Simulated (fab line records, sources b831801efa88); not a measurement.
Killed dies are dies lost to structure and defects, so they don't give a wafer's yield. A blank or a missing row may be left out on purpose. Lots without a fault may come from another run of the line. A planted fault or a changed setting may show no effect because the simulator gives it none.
Split-lot experiment | flow sky130 | 5 lots, 23 wafers read, on a route of 708 steps

THE SPLIT
At SKY_FIELD_ISO_COAT_08 (resist thk 450 nm), the setting spin_rpm was moved away from the recipe's 3000 rpm on 10 of the 23 wafers read, by -7.4% to +5.4%. The other wafers ran this setting at the recipe's value.

FROM THE SPLIT TO THE READING: what the file shows between them, 3 steps
- SKY_FIELD_ISO_SOFTBAKE_09: time 90 s
- SKY_FIELD_ISO_EXPOSE_10: exposes mask FOM, target cd 150 nm
- SKY_FIELD_ISO_ETCH_14: etches BARC in N2/H2, stops on SiO2, time 45.9 s, target depth 60 nm

THE READING
KrF-thick_of_FIELD_ISO_COAT_08.thk_nm (the simulator's own value, which no gauge read), in nm, at SKY_FIELD_ISO_ETCH_15 (etches the open film in CHF3/O2, stops on Si, target depth 180 nm, time 72 s). The file gives no usual value for it. The 13 wafers here that ran the recipe average 238.1 nm, standard deviation 1.8 nm.

wafer  | tool, chamber at the split | spin_rpm as run, rpm | against the recipe | KrF-thick_of_FIELD_ISO_COAT_08.thk_nm, nm | against lot-mates on the recipe
L077.1 | litho_track-01, 0          | 3163                 | +5.4%              | 225.7                                     | -12.0
L077.2 | litho_track-01, 0          | 3000                 | recipe             | 240.2                                     | -
L077.3 | litho_track-01, 0          | 3000                 | recipe             | 237.1                                     | -
L077.4 | litho_track-01, 0          | 3000                 | recipe             | 235.7                                     | -
L077.5 | litho_track-01, 0          | 3163                 | +5.4%              | 227.8                                     | -9.9
L079.1 | litho_track-02, 0          | 3000                 | recipe             | 237.6                                     | -
L079.2 | litho_track-02, 0          | 3121                 | +4.0%              | 230.7                                     | -7.2
L079.3 | litho_track-02, 0          | 3000                 | recipe             | 238.2                                     | -
L079.4 | litho_track-02, 0          | 3121                 | +4.0%              | 233.2                                     | -4.7
L079.5 | litho_track-02, 0          | 3000                 | recipe             | 237.9                                     | -
L080.2 | litho_track-02, 0          | 3000                 | recipe             | 238.8                                     | -
L080.3 | litho_track-02, 0          | 2778                 | -7.4%              | 257.3                                     | +19.1
L080.4 | litho_track-02, 0          | 2778                 | -7.4%              | 251.2                                     | +13.0
L080.5 | litho_track-02, 0          | 2778                 | -7.4%              | 257.2                                     | +19.0
L080.6 | litho_track-02, 0          | 3000                 | recipe             | 237.6                                     | -
L083.1 | litho_track-03, 0          | 3000                 | recipe             | 241.5                                     | -
L083.3 | litho_track-03, 0          | 2934                 | -2.2%              | 240.1                                     | +2.2
L083.4 | litho_track-03, 0          | 2934                 | -2.2%              | 239.5                                     | +1.7
L083.5 | litho_track-03, 0          | 2934                 | -2.2%              | 241.2                                     | +3.3
L083.6 | litho_track-03, 0          | 3000                 | recipe             | 234.2                                     | -
L085.1 | litho_track-02, 0          | 3000                 | recipe             | 238                                       | -
L085.2 | litho_track-02, 0          | 3000                 | recipe             | 239.1                                     | -
L085.4 | litho_track-02, 0          | 3000                 | recipe             | 239.7                                     | -

THE FIT
A straight line over all 23 wafers: KrF-thick_of_FIELD_ISO_COAT_08.thk_nm changes by -2.1 nm for each +1% of spin_rpm; r = -0.96; the points scatter about the line by 2.3 nm.
The same after taking each lot's own level away (the mean of its wafers on the recipe; 23 wafers): -2.07 nm for each +1%; r = -0.96; scatter 2.2 nm.
On that fit, the largest move of spin_rpm shifts the reading by 15 nm.
The lots' own levels span 237.67 to 238.93 nm, that is 0.7 times the standard deviation above.
So the lot-to-lot level changes the slope little: the two slopes agree.
Check: with one of the wafers moved furthest among these (-7.4%) left out of the fit, the line predicts +14.4 nm for it against its lot-mates. It came out at +19.1 nm against them.

OTHER SPLITS ON THESE WAFERS
These wafers also went through other splits before the reading. Each is held against what the fit with the lots' levels taken away leaves over:
other split on the same wafers    | wafers away from the commonest value | r with KrF-thick_of_FIELD_ISO_COAT_08.thk_nm (lot level and that fit taken away)
SKY_FIELD_ISO_OXIDATION_01 temp_c | 15                                   | +0.27

THE WHOLE CHAIN: every reading that the file lists as answering this split, in the file's order
step                   | what it does                                                                 | reading                                                                                | change (the file's fit)              | r (the file's)
SKY_FIELD_ISO_COAT_08  | resist thk 450 nm                                                            | KrF-thick_of_FIELD_ISO_COAT_08.thk_nm (the simulator's own value, which no gauge read) | -2.31 nm for each +1% of the setting | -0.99
SKY_FIELD_ISO_ETCH_15  | etches the open film in CHF3/O2, stops on Si, target depth 180 nm, time 72 s | KrF-thick_of_FIELD_ISO_COAT_08.thk_nm (the simulator's own value, which no gauge read) | -2.04 nm for each +1% of the setting | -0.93
SKY_FIELD_ISO_STRIP_16 | strips in O2/N2                                                              | strip_time_to_endpoint_s                                                               | withheld for each +1% of the setting | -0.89

THE FILE'S OWN FIT
KrF-thick_of_FIELD_ISO_COAT_08.thk_nm changes by -2.04 nm for each +1% of spin_rpm, r = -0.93.
